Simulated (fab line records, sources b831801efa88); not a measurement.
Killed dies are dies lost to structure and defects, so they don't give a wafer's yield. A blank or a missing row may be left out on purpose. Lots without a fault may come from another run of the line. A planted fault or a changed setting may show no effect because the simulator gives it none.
fab line records | flow sfq_line
record lots=5 wafers=15 last_day=82
route steps=325 shown I0@55 M1@58
lots that met no fault: from a run of the same line without faults
start_h: hours from the record's first day to the start of the lot's first wafer shown | wait_h: hours since the lot's step before | " the same as in the row above | L1.1+2: a row that stands for several wafers | - no value, or no start given | * or withheld: withheld | < > ~ a bound
route shown NAME@n: a module of which the file shows steps, and the number in the route of the first | usual: mean/standard deviation of fault-free wafers | same: alike in all rows | chamber/n: place in a boat | sites: the reading at each site | _std_site: their standard deviation | _edge_site: outer sites' mean less inner sites' | radius_mm: how far each site lies from the wafer's centre | mask NAME#n: copy n | behind: the tool/chamber that last shaped the wafer | hold: why the lot was held/for how many hours/how that ended | device: the transistor (n, p or np) that didn't switch | end of line: the same wafers' tests at the end of the route | a step without rows: its recipe alone | killed: dies lost to structure and defects at the first sort, not the wafer's yield | map: a wafer's dies, x killed, . not, _ none there
set.NAME: the setting as run; set.NAME@STEP: as run at that earlier step | model.NAME: the simulator's own value behind a step, which no gauge read
lots at some steps of the route; a table a step, a row a wafer
services: from which hour (start_h, from the record's first day; less than 0 if before it) a tool's chamber was out of use, for how many hours, and why
## steps
# step SFQ_TRILAYER_I0_VIA_ETCH_VIA_ETCH_034
# recipe target=SiO2 stop_on=Nb mask_material=PR taper_deg=20 chemistry=CHF3 target_depth_nm=260 source_w=500 bias_w=80 pressure_mtorr=30 time_s=withheld
# usual drypump_motor_current_A=5.6/0.45 oes_product_au=0.854/0.0047
# columns lot.wafer tool chamber start_h wait_h drypump_motor_current_A oes_product_au
L074.2 rie_diel-02 2 369.45 0.0 5.1 0.867
L074.3 " 1 " " 5.1 0.861
L074.5 " 2 " " 5.1 0.854
L077.1 rie_diel-03 1 413.85 0.0 6.7 0.855
L077.2 " 0 " " 5.3 0.852
L077.4 " 3 " " 5.3 0.846
L086.2 rie_diel-04 0 499.41 0.0 5.1 0.857
L086.3 " 1 " " 6.0 0.858
L086.4 " 2 " " 6.1 0.862
L092.2 rie_diel-04 3 579.41 0.0 5.6 0.860
L092.3 " 0 " " 5.1 0.852
L092.4 " 1 " " 6.0 0.851
L096.1 rie_diel-02 0 617.93 0.0 5.7 0.857
L096.3 " 2 " " 5.1 0.853
L096.5 " 0 " " 5.7 0.858
# step SFQ_TRILAYER_I0_VIA_STRIP_STRIP_035
# recipe gas=O2 power_w=200 platen_temp_c=40 overash_fraction=0.65 chemistry=O2 pressure_mtorr=50
# usual drypump_motor_current_A=5.6/0.37 he_backside_leak_sccm=3.4/0.36 oes_product_au=0.995/0.013
# columns lot.wafer tool chamber start_h wait_h drypump_motor_current_A he_backside_leak_sccm oes_product_au rf_hours_counter_h
L074.2 rie_metal-04 0 369.56 - 5.5 3.7 1.018 26
L074.3 " 1 " " 5.2 3.6 1.013 -
L074.5 " 0 " " 5.5 3.7 1.014 -
L077.1 rie_metal-03 1 413.96 - 5.7 2.9 0.993 17
L077.2 " 1 " " 5.7 2.9 0.991 -
L077.4 " 1 " " 5.7 5.1 0.999 -
L086.2 rie_metal-03 1 499.52 - 5.7 3.2 0.998 30
L086.3 " 1 " " 5.7 3.1 0.996 -
L086.4 " 0 " " 5.0 3.4 1.007 -
L092.2 rie_metal-03 1 579.52 - 5.7 3.0 0.996 43
L092.3 " 0 " " 5.0 3.4 1.019 -
L092.4 " 1 " " 5.7 3.0 0.971 -
L096.1 rie_metal-04 1 618.04 - 5.2 3.8 1.017 78
L096.3 " 1 " " 5.2 3.8 1.018 -
L096.5 " 0 " " 5.5 3.6 0.986 -
# step SFQ_TRILAYER_I0_VIA_STRIP_SOLV_CLEAN_036
# recipe chemistry=NMP temp_c=70 time_s=600
# columns lot.wafer tool chamber start_h wait_h
L074.2+3+5 wet_bench-03 4,2,5 370.16 0.4
L077.1+2+4 wet_bench-03 3,2,4 415.16 1.0
L086.2+3+4 wet_bench-01 2,0,6 500.12 0.4
L092.2+3+4 wet_bench-02 1,7,5 580.12 0.4
L096.1+3+5 wet_bench-03 2,5,0 618.64 0.4
# step SFQ_TRILAYER_M1_DEP_PRE_CLEAN_038
# recipe gas=Ar time_s=22.5 bias_v=250
# usual bias_v=249.9/2.6
# columns lot.wafer tool chamber start_h wait_h bias_v
L074.2 pvd_sputter-03 - 370.33 0.0 249.5
L074.3 " - " " 252.4
L074.5 " - " " 248.7
L077.1 pvd_sputter-04 - 415.35 0.0 256.2
L077.2 " - " " 253.6
L077.4 " - " " 246.9
L086.2 pvd_sputter-04 - 500.29 0.0 251.9
L086.3 " - " " 251.2
L086.4 " - " " 247.9
L092.2 pvd_sputter-05 - 580.29 0.0 245.2
L092.3 " - " " 251.3
L092.4 " - " " 246.1
L096.1 pvd_sputter-04 - 618.82 0.0 254.2
L096.3 " - " " 252.5
L096.5 " - " " 249.1
# step SFQ_TRILAYER_M1_DEP_SPUTTER_037
# recipe material=Nb base_pressure_pa=1.33e-06 chamber_pressure_pa=0.1333 substrate_temp_c=20 resputter_cathode_voltage_v=400 target_thk_nm=200 power_w=2000 time_s=133.3
# usual base_pressure_pa=1.34e-06/9.3e-08 throttle_valve_pct=29.8/1.6
# columns lot.wafer tool chamber start_h wait_h base_pressure_pa throttle_valve_pct
L074.2 pvd_sputter-03 - 370.36 0.0 1.43e-06 30.1
L074.3 " - " " 1.39e-06 28.5
L074.5 " - " " 1.38e-06 31.7
L077.1 pvd_sputter-04 - 415.38 0.0 1.33e-06 31.3
L077.2 " - " " 1.29e-06 27.2
L077.4 " - " " 1.38e-06 30.9
L086.2 pvd_sputter-04 - 500.32 0.0 1.27e-06 27.3
L086.3 " - " " 9.9e-07 28.0
L086.4 " - " " 1.35e-06 31.0
L092.2 pvd_sputter-05 - 580.32 0.0 1.34e-06 30.7
L092.3 " - " " 1.21e-06 30.1
L092.4 " - " " 1.23e-06 28.3
L096.1 pvd_sputter-04 - 618.85 0.0 1.52e-06 27.5
L096.3 " - " " 1.36e-06 31.3
L096.5 " - " " 1.24e-06 30.8
# step SFQ_M1_RS_MEAS_909
# recipe thk_meas_gauge=four-point-probe reads=Nb_of_TRILAYER_M1_DEP_SPUTTER_037
# usual M1_NB_RS=0.894/0.012
# columns lot.wafer tool chamber start_h wait_h M1_NB_RS[ohm/sq]
L074.2 film_metro-03 - 370.47 0.1 0.886
L074.3 " - " " 0.880
L074.5 " - " " 0.904
L077.1 film_metro-04 - 415.47 0.0 0.893
L077.2 " - " " 0.882
L077.4 " - " " 0.901
L086.2 film_metro-02 - 500.43 0.1 0.889
L086.3 " - " " 0.902
L086.4 " - " " 0.902
L092.2 film_metro-03 - 580.43 0.1 0.900
L092.3 " - " " 0.899
L092.4 " - " " 0.904
L096.1 film_metro-04 - 618.94 0.0 0.891
L096.3 " - " " 0.912
L096.5 " - " " 0.902
# step SFQ_TRILAYER_M1_LITHO_COAT_044
# recipe resist=BARC spin_rpm=3000 resist_thk_nm=62
# usual spin_speed_rpm=2999.7/1.9
# columns lot.wafer tool chamber start_h wait_h spin_speed_rpm
L074.2 litho_track-02 0 370.68 0.1 2998.5
L074.3 " 0 " " 3000.2
L074.5 " 0 " " 3000.5
L077.1 litho_track-01 0 415.65 0.1 3002.5
L077.2 " 0 " " 3001.3
L077.4 " 0 " " 2998.6
L086.2 litho_track-01 0 500.64 0.1 3001.5
L086.3 " 0 " " 3001.9
L086.4 " 0 " " 3003.0
L092.2 litho_track-03 0 580.64 0.1 2998.6
L092.3 " 0 " " 2996.0
L092.4 " 0 " " 3001.2
L096.1 litho_track-01 0 619.12 0.1 2999.7
L096.3 " 0 " " 2996.6
L096.5 " 0 " " 2999.8
# step SFQ_TRILAYER_M1_LITHO_COAT_039
# recipe resist=KrF spin_rpm=3000 resist_thk_nm=600
# usual spin_speed_rpm=2999.9/2
# columns lot.wafer tool chamber start_h wait_h spin_speed_rpm
L074.2 litho_track-02 0 370.98 0.2 2996.8
L074.3 " 0 " " 2998.3
L074.5 " 0 " " 2996.7
L077.1 litho_track-01 0 415.95 0.2 3000.6
L077.2 " 0 " " 2999.8
L077.4 " 0 " " 3001.4
L086.2 litho_track-01 0 500.94 0.2 2998.4
L086.3 " 0 " " 2999.6
L086.4 " 0 " " 3002.2
L092.2 litho_track-03 0 580.94 0.2 2999.9
L092.3 " 0 " " 3001.5
L092.4 " 0 " " 3003.3
L096.1 litho_track-01 0 619.42 0.2 3003.2
L096.3 " 0 " " 2999.5
L096.5 " 0 " " 3000.2
# step SFQ_TRILAYER_M1_LITHO_SOFTBAKE_043
# recipe temp_c=withheld time_s=withheld resist=KrF
# columns lot.wafer tool chamber start_h wait_h
L074.2+3+5 litho_track-02 0 371.26 0.2
L077.1+2+4 litho_track-01 0 416.25 0.2
L086.2+3+4 litho_track-01 0 501.22 0.2
L092.2+3+4 litho_track-03 0 581.22 0.2
L096.1+3+5 litho_track-01 0 619.72 0.2
# step SFQ_TRILAYER_M1_LITHO_EXPOSE_040
# recipe mask_id=M1 na=0.6 source_shape=conventional sigma_outer=0.65 target_cd_nm=500 dose_mj=14.4
# columns lot.wafer tool chamber start_h wait_h mask
L074.2+3+5 krf_scanner-01 0 504.03 - M1#0
L077.1+2+4 krf_scanner-01 0 570.63 - M1#0
L086.2+3+4 krf_scanner-01 0 652.68 - M1#0
L092.2+3+4 krf_scanner-01 0 738.12 - M1#0
L096.1+3+5 krf_scanner-02 0 772.85 - M1#0
# step SFQ_TRILAYER_M1_LITHO_PEB_042
# recipe peb_temp_c=115 peb_time_s=60 resist=KrF
# columns lot.wafer tool chamber start_h wait_h
L074.2+3+5 litho_track-01 0 505.06 0.8
L077.1+2+4 litho_track-03 0 571.83 1.0
L086.2+3+4 litho_track-02 0 653.71 0.8
L092.2+3+4 litho_track-01 0 739.15 0.8
L096.1+3+5 litho_track-01 0 774.05 1.0
# step SFQ_TRILAYER_M1_LITHO_DEVELOP_041
# recipe time_s=60 resist=KrF
# columns lot.wafer tool chamber start_h wait_h
L074.2+3+5 litho_track-01 0 505.21 0.1
L077.1+2+4 litho_track-03 0 571.98 0.1
L086.2+3+4 litho_track-02 0 653.86 0.1
L092.2+3+4 litho_track-01 0 739.30 0.1
L096.1+3+5 litho_track-01 0 774.20 0.1
# step SFQ_M1_OVL_MEAS_911
# usual M1_OVL=3/5.5
# columns lot.wafer tool chamber start_h wait_h M1_OVL[nm]
L074.2 overlay-01 - 505.34 0.1 5
L074.3 " - " " 11
L074.5 " - " " 12
L077.1 overlay-02 - 572.13 0.1 2
L077.2 " - " " 4
L077.4 " - " " 4
L086.2 overlay-02 - 653.99 0.1 6
L086.3 " - " " -1
L086.4 " - " " 4
L092.2 overlay-01 - 739.43 0.1 10
L092.3 " - " " -6
L092.4 " - " " 7
L096.1 overlay-02 - 774.35 0.1 0
L096.3 " - " " -2
L096.5 " - " " 5
# step SFQ_TRILAYER_M1_BARC_OPEN_METAL_ETCH_054
# recipe mask_material=PR chemistry=O2 target_depth_nm=125 target=BARC icp_w=600 bias_w=80 pressure_mtorr=10 time_s=41.7
# usual drypump_motor_current_A=5.5/0.3 he_backside_leak_sccm=3.43/0.21 oes_product_au=0.686/0.0045
# columns lot.wafer tool chamber start_h wait_h drypump_motor_current_A he_backside_leak_sccm oes_product_au rf_hours_counter_h
L074.2 rie_metal-03 1 505.37 0.0 5.7 3.23 0.681 31
L074.3 " 1 " " 5.7 3.19 0.687 -
L074.5 " 1 " " 5.7 3.14 0.679 -
L077.1 rie_metal-03 0 572.17 0.0 5.0 3.35 0.689 50
L077.2 " 1 " " 5.7 3.13 0.685 42
L077.4 " 0 " " 5.0 3.42 0.686 -
L086.2 rie_metal-04 0 654.02 0.0 5.5 3.73 0.689 70
L086.3 " 1 " " 5.2 3.59 0.680 -
L086.4 " 0 " " 5.5 3.59 0.679 -
L092.2 rie_metal-03 1 739.46 0.0 5.7 3.13 0.682 65
L092.3 " 1 " " 5.7 3.21 0.685 -
L092.4 " 0 " " 5.0 3.43 0.679 -
L096.1 rie_metal-02 0 774.39 0.0 5.6 3.74 0.685 92
L096.3 " 1 " " 5.9 3.28 0.683 -
L096.5 " 0 " " 5.6 3.71 0.692 -
# step SFQ_TRILAYER_M1_ETCH_METAL_ETCH_042
# recipe target=Nb stop_on=SiO2 mask_material=PR chemistry=Cl2/Ar target_depth_nm=240 icp_w=600 bias_w=80 pressure_mtorr=10 time_s=120
# usual drypump_motor_current_A=5.5/0.3 he_backside_leak_sccm=3.43/0.25 oes_product_au=0.892/0.0078
# columns lot.wafer tool chamber start_h wait_h drypump_motor_current_A he_backside_leak_sccm oes_product_au rf_hours_counter_h
L074.2 rie_metal-03 1 505.43 0.0 5.7 3.04 0.902 31
L074.3 " 1 " " 5.7 3.11 0.897 -
L074.5 " 1 " " 5.7 3.12 0.883 -
L077.1 rie_metal-03 0 572.23 0.0 5.0 3.46 0.895 50
L077.2 " 1 " " 5.7 3.10 0.898 42
L077.4 " 0 " " 5.0 3.45 0.883 -
L086.2 rie_metal-04 0 654.08 0.0 5.5 3.82 0.890 70
L086.3 " 1 " " 5.2 3.69 0.889 -
L086.4 " 0 " " 5.5 3.58 0.880 -
L092.2 rie_metal-03 1 739.52 0.0 5.7 3.17 0.889 65
L092.3 " 1 " " 5.7 3.08 0.890 -
L092.4 " 0 " " 5.0 3.39 0.883 -
L096.1 rie_metal-02 0 774.45 0.0 5.6 3.75 0.885 92
L096.3 " 1 " " 5.9 3.09 0.878 -
L096.5 " 0 " " 5.6 3.58 0.888 -
## services
# columns tool chamber start_h hours kind
pvd_sputter-05 - 354.23 3.8 repair
krf_scanner-01 - 358.89 1.3 pm
krf_scanner-01 - 360.92 1.0 pm
rie_metal-02 - 367.07 14.6 pm
rie_diel-04 1 391.77 4.7 repair
pvd_sputter-05 - 395.27 5.8 repair
pvd_sputter-04 - 408.09 4.3 repair
rie_metal-03 0 412.41 23.6 repair
krf_scanner-01 - 413.47 0.8 pm
pvd_sputter-05 - 437.15 4.4 repair
rie_metal-04 - 480.13 0.2 repair
rie_metal-04 - 494.38 1.7 repair
krf_scanner-01 - 518.23 4.4 pm
pvd_sputter-04 - 518.93 9.1 repair
krf_scanner-01 - 529.93 1.0 pm
krf_scanner-01 - 534.53 1.3 pm
krf_scanner-01 - 582.63 0.8 pm
rie_metal-03 - 657.69 0.5 repair
rie_metal-03 1 665.90 9.0 repair
krf_scanner-01 - 699.28 1.0 pm
krf_scanner-01 - 702.55 3.8 repair
krf_scanner-01 - 711.42 1.3 pm
krf_scanner-01 - 751.12 0.8 pm
rie_metal-03 - 771.94 0.1 repair
## key
fault none
